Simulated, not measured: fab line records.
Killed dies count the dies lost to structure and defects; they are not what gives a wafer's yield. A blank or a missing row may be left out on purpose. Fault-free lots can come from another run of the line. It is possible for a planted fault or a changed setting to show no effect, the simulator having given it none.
Struck lot and sound lot, side by side :: flow gf180mcu :: 16 out of 602 route steps
Sound: these wafers, L386.1, L386.3, L386.6. Wafers L394.1, L394.4, L394.6 were the ones struck. The cause is given at the end.
For every step that has rows: the tool of each side, followed by ch and its chambers, followed by its first start. Under that, the readings that differ: sound wafers :: struck wafers :: difference of the means :: sigmas: that difference in standard deviations of wafers without a fault.
alike: readings with means less than 2 such deviations apart, plus words and numbers identical on both sides. not compared: withheld readings, readings lacking a value on some wafer, bounds such as >300 that could conceal the same value, and numbers that have no deviation in the record and whose values overlap.
Wherever a step has rows on one side only, a row that says differs or no value, or a row with sigmas, the two part there. Numbers that have no deviation but don't overlap get no sigmas and don't part them. A reading missing from all wafers of one side parts the sides only when that side holds two or more wafers.

first, 1 step without rows for these wafers: GF_NWELL_DEVELOP_06 (develop time 60 s).
GF_NWELL_OVL_MEAS_07:
  struck on overlay-02, day 7 03:13; sound on overlay-02, day 5 07:00
  alike: NWELL_OVL
then, 2 steps without rows for these wafers: GF_NWELL_IMPLANT_08; GF_NWELL_IMPLANT_09.
GF_NWELL_STRIP_10: strips in O2/N2.
  sound on plasma-asher-02 ch 0,1, day 5 07:20; struck on plasma-asher-01 ch 1, day 7 03:33
reading: drypump-motor-current-A (A)
sound: 6.3 6.7 6.7
struck: 5.6 5.6 5.6
difference: -1.0
sigmas: -2
  alike: chamber-pressure-mTorr, heater-power-w, o2-flow-sccm, oes-product-au, strip-time-to-endpoint-s
  not compared: rf-hours-counter-h
GF_NWELL_TW_MEAS_11:
  struck on film-metro-01, day 7 03:39; sound on film-metro-01, day 5 07:26
  alike: NWELL_TW
then, 6 steps without rows for these wafers: GF_LVPWELL_DEHYDRATE_00 (time 60 s); GF_LVPWELL_HMDS_01 (prime time 60 s); GF_LVPWELL_COAT_02 (resist thk 3000 nm); GF_LVPWELL_SOFTBAKE_03; GF_LVPWELL_EXPOSE_04 (exposes mask LVPWELL, target cd 600 nm); GF_LVPWELL_PEB_05.
GF_LVPWELL_DEVELOP_06: develop time 60 s.
  sound on litho-track-04 ch 0, day 5 21:00; struck on litho-track-04 ch 0, day 7 19:00
  alike: resist-line-temp-C
GF_LVPWELL_OVL_MEAS_07:
  struck on overlay-01, day 7 19:19; sound on overlay-02, day 5 21:52
reading: LVPWELL_OVL (nm)
sound: 0.2 0.5 2.0
struck: - - -
difference: no value on the struck wafers
sigmas: 
following that, these wafers have no rows for 1 step: GF_LVPWELL_IMPLANT_08.
-- the record jumps here: 26 days lie between the struck wafers' starts before and after (it left off in module LVPWELL and takes up again in module PASSIVATION, whose first step shown is number 602 of the route) --
GF_PASSIVATION_PROBE_99:
  only the struck wafers here have rows in the record (prober-01, day 33 15:20); the sound ones have none

== WHERE THEY PART ==
Earliest at GF_NWELL_STRIP_10; latest, in this record, at GF_PASSIVATION_PROBE_99.

WHY: the cause the simulator had injected
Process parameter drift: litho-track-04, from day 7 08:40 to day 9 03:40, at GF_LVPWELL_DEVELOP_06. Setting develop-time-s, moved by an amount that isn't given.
